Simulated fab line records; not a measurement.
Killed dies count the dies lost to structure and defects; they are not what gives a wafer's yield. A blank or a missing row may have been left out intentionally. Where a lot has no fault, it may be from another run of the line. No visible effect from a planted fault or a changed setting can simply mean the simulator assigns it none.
Which tool did it? | flow sky130 | 45 wafers from 15 lots sampled at 6 of the route's 708 steps

WHAT THE GAUGES READ, wafer by wafer
SKY_DNWELL_TW_MEAS_09. Usual: for DNWELL_TW the level is 1121 and the standard deviation is 7.4.
lot  | measured    | on            | DNWELL_TW      | flag
L754 | day 3 07:53 | film_metro-03 | 1126 1121 1122 |
L755 | day 3 14:32 | film_metro-03 | 1117 1116 1123 |
L758 | day 4 04:50 | film_metro-03 | 1116 1112 1119 |
L760 | day 4 18:56 | film_metro-03 | 1118 1113 1122 |
L764 | day 5 13:56 | film_metro-03 | 1111 1114 1111 |
L765 | day 5 21:17 | film_metro-03 | 1114 1114 1111 |
L766 | day 6 02:08 | film_metro-01 | 1126 1122 1132 |
L769 | day 6 18:54 | film_metro-03 | 1104 1112 1113 |
L770 | day 6 23:35 | film_metro-01 | 1142 1135 1136 |
L771 | day 7 04:56 | film_metro-02 | 1116 1111 1117 |
L772 | day 7 10:41 | film_metro-01 | 1122 1121 1124 |
L773 | day 7 16:59 | film_metro-03 | 1119 1117 1117 |
L774 | day 8 00:05 | film_metro-01 | 1138 1135 1131 |
L775 | day 8 01:47 | film_metro-02 | 1130 1121 1130 |
L776 | day 8 09:14 | film_metro-01 | 1117 1125 1118 |

SKY_VT_ADJUST_HVTP_OVL_MEAS_08. Usual: for VT_ADJUST_HVTP_OVL the level is -0.2 nm and the standard deviation is 1.3.
lot  | measured     | on         | VT_ADJUST_HVTP_OVL (nm) | flag
L754 | day 6 07:38  | overlay-02 | 1.1 -0.5 1.7            |
L755 | day 6 13:39  | overlay-01 | -1.8 -0.9 0.4           |
L758 | day 7 07:22  | overlay-02 | -2.1 -0.6 -0.7          |
L760 | day 7 23:51  | overlay-01 | 2.5 1.3 1.0             |
L764 | day 8 17:37  | overlay-01 | -1.0 1.7 0.6            |
L765 | day 9 10:05  | overlay-01 | -0.7 0.2 1.0            |
L766 | day 9 12:27  | overlay-01 | 0.9 1.3 0.9             |
L769 | day 10 08:46 | overlay-01 | -0.3 0.6 -2.7           |
L770 | day 10 10:16 | overlay-02 | -2.5 -1.1 -1.5          |
L771 | day 10 13:43 | overlay-01 | -1.1 -0.5 -0.6          |
L772 | day 11 01:57 | overlay-02 | -1.6 0.5 0.1            |
L773 | day 11 05:51 | overlay-01 | -0.8 -3.5 -1.3          |
L774 | day 11 10:48 | overlay-01 | -2.6 -0.3 -0.3          |
L775 | day 11 11:35 | overlay-01 | -0.8 0.3 -0.2           |
L776 | day 11 22:52 | overlay-02 | -0.4 -0.7 0.8           |

SKY_VT_ADJUST_NCORE_TW_MEAS_11. Usual: for VT_ADJUST_NCORE_TW the level is 223.1 and the standard deviation is 1.6.
lot  | measured     | on            | VT_ADJUST_NCORE_TW | flag
L754 | day 8 16:45  | film_metro-04 | 226.2 225.4 225.7  |
L755 | day 9 07:15  | film_metro-04 | 224.2 225.2 225.9  |
L758 | day 10 03:26 | film_metro-02 | 221.5 220.6 221.8  |
L760 | day 10 12:41 | film_metro-02 | 221.3 222.1 222.2  |
L764 | day 11 10:29 | film_metro-04 | 30.8 30.9 30.7     | OFF
L765 | day 12 04:06 | film_metro-02 | 30.3 30.4 30.3     | OFF
L766 | day 12 06:41 | film_metro-01 | 30.5 30.7 30.6     | OFF
L769 | day 13 04:19 | film_metro-02 | 220.9 220.6 221.6  |
L770 | day 13 08:04 | film_metro-01 | 221.5 223.2 223.8  |
L771 | day 13 12:54 | film_metro-01 | 221.9 222.3 222.3  |
L772 | day 14 01:08 | film_metro-04 | 225.4 224.7 224.6  |
L773 | day 14 06:02 | film_metro-01 | 223.5 223.2 222.6  |
L774 | day 14 12:44 | film_metro-01 | 221.8 223.5 221.7  |
L775 | day 14 14:14 | film_metro-04 | 225.8 224.6 226.1  |
L776 | day 15 01:38 | film_metro-02 | 223.2 223.7 222.4  |

SKY_POLY_GATE_CD_MEAS_13: target cd 150 nm. Usual: cd_nm 149.8 nm, standard deviation 1.5.
lot  | measured     | on        | cd_nm (nm)        | flag
L754 | day 16 09:54 | cd_sem-02 | 148.3 147.3 147.6 |
L755 | day 17 04:27 | cd_sem-01 | 147.3 147.5 147.8 |
L758 | day 18 01:48 | cd_sem-02 | 148.2 149.5 150.6 |
L760 | day 18 14:50 | cd_sem-02 | 151.5 151.6 150.3 |
L764 | day 19 22:56 | cd_sem-02 | 150.7 149.7 148.9 |
L765 | day 20 16:35 | cd_sem-01 | 147.9 147.5 149.1 |
L766 | day 21 03:31 | cd_sem-01 | 152.0 151.6 150.7 |
L769 | day 22 05:43 | cd_sem-02 | 150.6 150.6 150.0 |
L770 | day 22 15:52 | cd_sem-02 | 152.8 152.3 151.4 |
L771 | day 22 15:44 | cd_sem-01 | 147.5 148.1 147.1 |
L772 | day 23 04:34 | cd_sem-02 | 149.7 151.7 152.0 |
L773 | day 23 07:29 | cd_sem-02 | 148.4 149.3 150.6 |
L774 | day 23 18:10 | cd_sem-02 | 153.0 152.4 151.9 |
L775 | day 24 06:26 | cd_sem-01 | 148.7 148.2 147.9 |
L776 | day 24 11:53 | cd_sem-02 | 151.3 149.3 151.3 |

WHICH TOOL RAN EACH LOT (tool, then ch and the chambers of the sampled wafers, then the start)
lot  | SKY_VT_ADJUST_LVTN_STRIP_20          | SKY_VT_ADJUST_NCORE_STRIP_10
L754 | plasma_asher-02 ch 0,1, day 7 22:52  | plasma_asher-01 ch 0,1, day 8 16:38
L755 | plasma_asher-04 ch 0,1, day 8 12:27  | plasma_asher-02 ch 0,1, day 9 07:08
L758 | plasma_asher-01 ch 1, day 9 06:55    | plasma_asher-02 ch 0,1, day 10 03:20
L760 | plasma_asher-04 ch 0,1, day 9 14:46  | plasma_asher-03 ch 0,1, day 10 12:35
L764 | plasma_asher-02 ch 0,1, day 10 12:10 | plasma_asher-02 ch 0,1, day 11 10:23
L765 | plasma_asher-04 ch 0,1, day 11 05:37 | plasma_asher-01 ch 0,1, day 12 03:59
L766 | plasma_asher-01 ch 0,1, day 11 08:07 | plasma_asher-02 ch 0,1, day 12 06:35
L769 | plasma_asher-02 ch 0,1, day 12 04:53 | plasma_asher-02 ch 0,1, day 13 04:13
L770 | plasma_asher-02 ch 0,1, day 12 07:45 | plasma_asher-03 ch 0,1, day 13 07:58
L771 | plasma_asher-01 ch 0, day 12 11:31   | plasma_asher-02 ch 0, day 13 12:47
L772 | plasma_asher-04 ch 0,1, day 13 00:13 | plasma_asher-02 ch 0,1, day 14 01:02
L773 | plasma_asher-01 ch 0,1, day 13 04:09 | plasma_asher-01 ch 0,1, day 14 05:55
L774 | plasma_asher-02 ch 1, day 13 10:55   | plasma_asher-03 ch 0,1, day 14 12:38
L775 | plasma_asher-01 ch 0,1, day 13 12:21 | plasma_asher-02 ch 0,1, day 14 14:08
L776 | plasma_asher-04 ch 0,1, day 13 23:28 | plasma_asher-02 ch 0, day 15 01:32
- SKY_VT_ADJUST_LVTN_STRIP_20: strips in O2/N2.
- SKY_VT_ADJUST_NCORE_STRIP_10: strips in O2/N2.

WHAT THE TOOLS THEMSELVES READ (means of the sampled wafers that have a number; where no wafer has one, the mark that the record gives instead)
SKY_VT_ADJUST_LVTN_STRIP_20. Usual: chamber_pressure_mTorr 1499.9 mTorr, standard deviation 1.4; drypump_motor_current_A 5.7 A, standard deviation 0.63; oes_product_au 0.715 a.u., standard deviation 0.0045; strip_time_to_endpoint_s 14.17 s, standard deviation 0.039.
lot  | tool            | chamber_pressure_mTorr (mTorr) | drypump_motor_current_A (A) | oes_product_au (a.u.) | strip_time_to_endpoint_s (s) | flag
L754 | plasma_asher-02 | 1500.1                         | 5.9                         | 0.717                 | 14.20                        |
L755 | plasma_asher-04 | 1501.2                         | 5.9                         | 0.714                 | 14.20                        |
L758 | plasma_asher-01 | 1499.3                         | 5.5                         | 0.713                 | 14.18                        |
L760 | plasma_asher-04 | 1500.5                         | 5.9                         | 0.715                 | 14.19                        |
L764 | plasma_asher-02 | -                              | -                           | -                     | -                            | OFF
L765 | plasma_asher-04 | -                              | -                           | -                     | -                            | OFF
L766 | plasma_asher-01 | -                              | -                           | -                     | -                            | OFF
L769 | plasma_asher-02 | 1500.5                         | 5.9                         | 0.715                 | 14.14                        |
L770 | plasma_asher-02 | 1499.1                         | 5.9                         | 0.716                 | 14.17                        |
L771 | plasma_asher-01 | 1499.9                         | 6.2                         | 0.716                 | 14.19                        |
L772 | plasma_asher-04 | 1499.7                         | 5.3                         | 0.714                 | 14.14                        |
L773 | plasma_asher-01 | 1499.6                         | 5.9                         | 0.720                 | 14.21                        |
L774 | plasma_asher-02 | 1500.4                         | 5.2                         | 0.714                 | 14.16                        |
L775 | plasma_asher-01 | 1500.1                         | 5.7                         | 0.715                 | 14.22                        |
L776 | plasma_asher-04 | 1500.9                         | 5.9                         | 0.717                 | 14.15                        |

SKY_VT_ADJUST_NCORE_STRIP_10. Usual: chamber_pressure_mTorr 1500.1 mTorr, standard deviation 1.4; drypump_motor_current_A 5.7 A, standard deviation 0.45; oes_product_au 0.716 a.u., standard deviation 0.0044; strip_time_to_endpoint_s 14.16 s, standard deviation 0.049.
lot  | tool            | chamber_pressure_mTorr (mTorr) | drypump_motor_current_A (A) | oes_product_au (a.u.) | strip_time_to_endpoint_s (s) | flag
L754 | plasma_asher-01 | 1499.0                         | 5.7                         | 0.715                 | 14.17                        |
L755 | plasma_asher-02 | 1499.5                         | 5.9                         | 0.717                 | 14.17                        |
L758 | plasma_asher-02 | 1499.1                         | 5.9                         | 0.713                 | 14.07                        |
L760 | plasma_asher-03 | 1499.8                         | 5.7                         | 0.716                 | 14.16                        |
L764 | plasma_asher-02 | 1501.2                         | 5.9                         | 0.722                 | 31.10                        | OFF
L765 | plasma_asher-01 | 1500.3                         | 6.0                         | 0.719                 | 31.31                        | OFF
L766 | plasma_asher-02 | 1500.5                         | 5.9                         | 0.722                 | 31.23                        | OFF
L769 | plasma_asher-02 | 1499.6                         | 5.9                         | 0.713                 | 14.19                        |
L770 | plasma_asher-03 | 1500.5                         | 5.5                         | 0.719                 | 14.14                        |
L771 | plasma_asher-02 | 1499.5                         | 6.2                         | 0.715                 | 14.21                        |
L772 | plasma_asher-02 | 1499.5                         | 5.9                         | 0.715                 | 14.12                        |
L773 | plasma_asher-01 | 1499.0                         | 5.9                         | 0.716                 | 14.15                        |
L774 | plasma_asher-03 | 1501.0                         | 5.7                         | 0.720                 | 14.26                        |
L775 | plasma_asher-02 | 1500.5                         | 5.5                         | 0.716                 | 14.19                        |
L776 | plasma_asher-02 | 1499.1                         | 6.2                         | 0.713                 | 14.13                        |

THE ANSWER, worked out from the rows above alone
Rule: a lot is off if the mean of its wafers that have a number lies more than 3 standard deviations from the usual mean. A lot without any number at a reading at which 4 lots or more have one is off too. Any other lot the step has rows for is counted as sound. After the gauges, taken in route order, come the tools' own readings; for these a lot's mean is taken, as printed above. At the first step where some lot is off, the reading lying furthest off is the one used; lots without a number count as furthest.
Off: L764, L765, L766, at SKY_VT_ADJUST_NCORE_TW_MEAS_11 (VT_ADJUST_NCORE_TW).
A tool fits if, at a process step before that reading, it ran every lot that is off, and no sound lot after the first of them. The gauges at SKY_VT_ADJUST_NCORE_TW_MEAS_11 aren't tried: what is off there is off at SKY_VT_ADJUST_LVTN_STRIP_20 too, on other tools, and a gauge's error can't cause that. Of those tried, none fits.

WHAT THE SIMULATOR HAD INSERTED
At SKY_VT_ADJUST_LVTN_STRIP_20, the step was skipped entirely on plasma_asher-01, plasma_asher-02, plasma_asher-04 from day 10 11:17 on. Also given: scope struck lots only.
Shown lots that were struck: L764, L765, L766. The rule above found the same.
